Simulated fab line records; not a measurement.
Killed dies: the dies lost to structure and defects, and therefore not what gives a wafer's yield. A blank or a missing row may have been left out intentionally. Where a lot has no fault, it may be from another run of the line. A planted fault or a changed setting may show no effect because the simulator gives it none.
Which tool is to blame? + flow sfqLine + 14 lots with 42 wafers sampled at 4 steps, on a route of 325 steps

WHAT THE GAUGES READ, wafer by wafer
SFQ_M7_OVL_MEAS_945. Usual: M7_OVL 0 nm, standard deviation 5.6.
| lot  | measured     | on         | M7_OVL (nm) | flag |
|------|--------------|------------|-------------|------|
| L280 | day 73 21:28 | overlay-02 | -7 -6 -5    |      |
| L281 | day 74 02:24 | overlay-02 | -2 -1 3     |      |
| L283 | day 74 12:07 | overlay-01 | -5 1 -1     |      |
| L285 | day 77 01:28 | overlay-01 | -3 1 -1     |      |
| L286 | day 77 05:03 | overlay-02 | 10 -2 2     |      |
| L287 | day 77 09:50 | overlay-02 | 1 -1 4      |      |
| L289 | day 78 06:07 | overlay-02 | 8 10 9      |      |
| L291 | day 78 20:38 | overlay-01 | 1 9 7       |      |
| L294 | day 80 03:50 | overlay-01 | 2 1 7       |      |
| L295 | day 80 07:26 | overlay-02 | 2 -1 1      |      |
| L296 | day 80 09:50 | overlay-02 | - - -       | OFF  |
| L297 | day 80 11:02 | overlay-02 | - - -       | OFF  |
| L302 | day 82 14:13 | overlay-01 | -1 1 -5     |      |
| L303 | day 82 17:48 | overlay-01 | -5 -5 -7    |      |

EACH LOT AND THE TOOL THAT RAN IT (in order: tool; ch and the chambers of the sampled wafers; start)
| lot  | SFQ_TRILAYER_M3_BARC_OPEN_METAL_ETCH_100 | SFQ_TRILAYER_R5_DEP_SPUTTER_134 | SFQ_TRILAYER_C5_LITHO_EXPOSE_152 |
|------|------------------------------------------|---------------------------------|----------------------------------|
| L280 | rieMetal-04 ch 0,1, day 43 12:30         | pvdSputter-05, day 51 20:17     | krfScanner-01 ch 0, day 62 04:15 |
| L281 | rieMetal-04 ch 0,1, day 43 17:25         | pvdSputter-04, day 51 21:34     | krfScanner-01 ch 0, day 62 08:03 |
| L283 | rieMetal-02 ch 0,1, day 44 06:37         | pvdSputter-04, day 52 03:34     | krfScanner-01 ch 0, day 62 14:03 |
| L285 | rieMetal-02 ch 0,1, day 45 18:55         | pvdSputter-06, day 58 15:38     | krfScanner-01 ch 0, day 68 06:58 |
| L286 | rieMetal-03 ch 0, day 45 20:07           | pvdSputter-05, day 58 18:59     | krfScanner-01 ch 0, day 68 07:46 |
| L287 | rieMetal-04 ch 0,1, day 45 21:17         | pvdSputter-06, day 58 22:35     | krfScanner-01 ch 0, day 68 08:46 |
| L289 | rieMetal-04 ch 0, day 46 20:05           | pvdSputter-05, day 59 07:10     | krfScanner-01 ch 0, day 68 16:10 |
| L291 | rieMetal-04 ch 0,1, day 48 02:28         | pvdSputter-05, day 59 20:19     | krfScanner-01 ch 0, day 69 00:46 |
| L294 | rieMetal-04 ch 0,1, day 48 13:17         | pvdSputter-05, day 60 05:55     | krfScanner-01 ch 0, day 69 19:55 |
| L295 | rieMetal-03 ch 0,1, day 48 14:29         | pvdSputter-06, day 60 07:07     | krfScanner-01 ch 0, day 69 22:07 |
| L296 | rieMetal-03 ch 0,1, day 48 16:54         | pvdSputter-04, day 60 08:55     | krfScanner-01, day 69 23:43      |
| L297 | rieMetal-04 ch 0,1, day 48 20:29         | pvdSputter-05, day 60 13:07     | krfScanner-01, day 70 00:43      |
| L302 | rieMetal-04 ch 0,1, day 49 11:04         | pvdSputter-05, day 61 21:17     | krfScanner-01 ch 0, day 70 17:55 |
| L303 | rieMetal-03 ch 0,1, day 49 14:39         | pvdSputter-06, day 62 00:17     | krfScanner-01 ch 0, day 70 18:31 |
- SFQ_TRILAYER_M3_BARC_OPEN_METAL_ETCH_100: etches BARC in O2, target depth 125 nm, time 41.7 s.
- SFQ_TRILAYER_R5_DEP_SPUTTER_134: material Ti, target thk 5 nm, time 5 s.
- SFQ_TRILAYER_C5_LITHO_EXPOSE_152: exposes mask C5, target cd 500 nm.

WHAT THE TOOLS THEMSELVES READ (means of the sampled wafers that have a number; where no wafer has one, the mark that the record gives instead)
SFQ_TRILAYER_M3_BARC_OPEN_METAL_ETCH_100. Usual: drypumpMotorCurrentA 5.7 A, standard deviation 0.46; oesProductAu 0.685 a.u., standard deviation 0.0051; rfFwdPowerW 591 W, standard deviation 3.7.
| lot  | tool        | drypumpMotorCurrentA (A) | oesProductAu (a.u.) | rfFwdPowerW (W) | flag |
|------|-------------|--------------------------|---------------------|-----------------|------|
| L280 | rieMetal-04 | 5.7                      | 0.685               | 592             |      |
| L281 | rieMetal-04 | 5.6                      | 0.683               | 592             |      |
| L283 | rieMetal-02 | 6.3                      | 0.686               | 591             |      |
| L285 | rieMetal-02 | 5.8                      | 0.686               | 595             |      |
| L286 | rieMetal-03 | 5.2                      | 0.688               | 590             |      |
| L287 | rieMetal-04 | 5.7                      | 0.683               | 595             |      |
| L289 | rieMetal-04 | 5.8                      | 0.686               | 595             |      |
| L291 | rieMetal-04 | 5.7                      | 0.687               | 592             |      |
| L294 | rieMetal-04 | 5.6                      | 0.690               | 592             |      |
| L295 | rieMetal-03 | 5.7                      | 0.683               | 591             |      |
| L296 | rieMetal-03 | 5.4                      | 0.688               | 591             |      |
| L297 | rieMetal-04 | 5.6                      | 0.683               | 591             |      |
| L302 | rieMetal-04 | 5.6                      | 0.686               | 589             |      |
| L303 | rieMetal-03 | 5.4                      | 0.684               | 589             |      |

SFQ_TRILAYER_R5_DEP_SPUTTER_134. Usual: chamberPressurePa 0.4001 Pa, standard deviation 0.00075; throttleValvePct 30.1 %, standard deviation 1.3.
| lot  | tool          | chamberPressurePa (Pa) | throttleValvePct (%) | flag |
|------|---------------|------------------------|----------------------|------|
| L280 | pvdSputter-05 | 0.4000                 | 30.7                 |      |
| L281 | pvdSputter-04 | 0.4003                 | 30.2                 |      |
| L283 | pvdSputter-04 | 0.4004                 | 31.3                 |      |
| L285 | pvdSputter-06 | 0.3990                 | 30.8                 |      |
| L286 | pvdSputter-05 | 0.3999                 | 30.0                 |      |
| L287 | pvdSputter-06 | 0.3992                 | 30.0                 |      |
| L289 | pvdSputter-05 | 0.4002                 | 29.9                 |      |
| L291 | pvdSputter-05 | 0.4008                 | 29.3                 |      |
| L294 | pvdSputter-05 | 0.4001                 | 29.9                 |      |
| L295 | pvdSputter-06 | 0.4000                 | 29.5                 |      |
| L296 | pvdSputter-04 | 0.4002                 | 30.1                 |      |
| L297 | pvdSputter-05 | 0.4004                 | 30.1                 |      |
| L302 | pvdSputter-05 | 0.3992                 | 30.8                 |      |
| L303 | pvdSputter-06 | 0.3999                 | 29.8                 |      |

SFQ_TRILAYER_C5_LITHO_EXPOSE_152. Usual: exposureDoseMJCm2 21.303, standard deviation 0.019; focusOffsetNm 0.0 nm, standard deviation 0.48.
| lot  | tool          | exposureDoseMJCm2 | focusOffsetNm (nm) | flag |
|------|---------------|-------------------|--------------------|------|
| L280 | krfScanner-01 | 21.313            | -0.0               |      |
| L281 | krfScanner-01 | 21.310            | -0.8               |      |
| L283 | krfScanner-01 | 21.292            | 0.1                |      |
| L285 | krfScanner-01 | 21.289            | 0.6                |      |
| L286 | krfScanner-01 | 21.306            | 0.0                |      |
| L287 | krfScanner-01 | 21.319            | -0.2               |      |
| L289 | krfScanner-01 | 21.318            | 0.7                |      |
| L291 | krfScanner-01 | 21.307            | 0.3                |      |
| L294 | krfScanner-01 | 21.298            | 0.2                |      |
| L295 | krfScanner-01 | 21.273            | -0.3               |      |
| L296 | krfScanner-01 | -                 | -                  | OFF  |
| L297 | krfScanner-01 | -                 | -                  | OFF  |
| L302 | krfScanner-01 | 21.298            | -0.1               |      |
| L303 | krfScanner-01 | 21.320            | 0.2                |      |

THE ANSWER, worked out from the rows above alone
Rule: lot off if the mean of its wafers having a number is beyond 3 standard deviations from the usual mean. A lot without any number at a reading at which 4 lots or more have one is off too. Any other lot the step has rows for is counted as sound. After the gauges, taken in route order, come the tools' own readings; for these a lot's mean is taken, as printed above. At the first step where some lot is off, the reading lying furthest off is the one used; lots without a number count as furthest.
Off: L296, L297, at SFQ_M7_OVL_MEAS_945 (M7_OVL). Without a number there: L296, L297.
A tool fits if, at a process step before that reading, it ran every lot that is off, and no sound lot after the first of them. The gauges at SFQ_M7_OVL_MEAS_945 aren't tried: what is off there is off at SFQ_TRILAYER_C5_LITHO_EXPOSE_152 too, on other tools, and a gauge's error can't cause that. Not one of the candidates tried fits.

WHAT THE SIMULATOR HAD PUT IN
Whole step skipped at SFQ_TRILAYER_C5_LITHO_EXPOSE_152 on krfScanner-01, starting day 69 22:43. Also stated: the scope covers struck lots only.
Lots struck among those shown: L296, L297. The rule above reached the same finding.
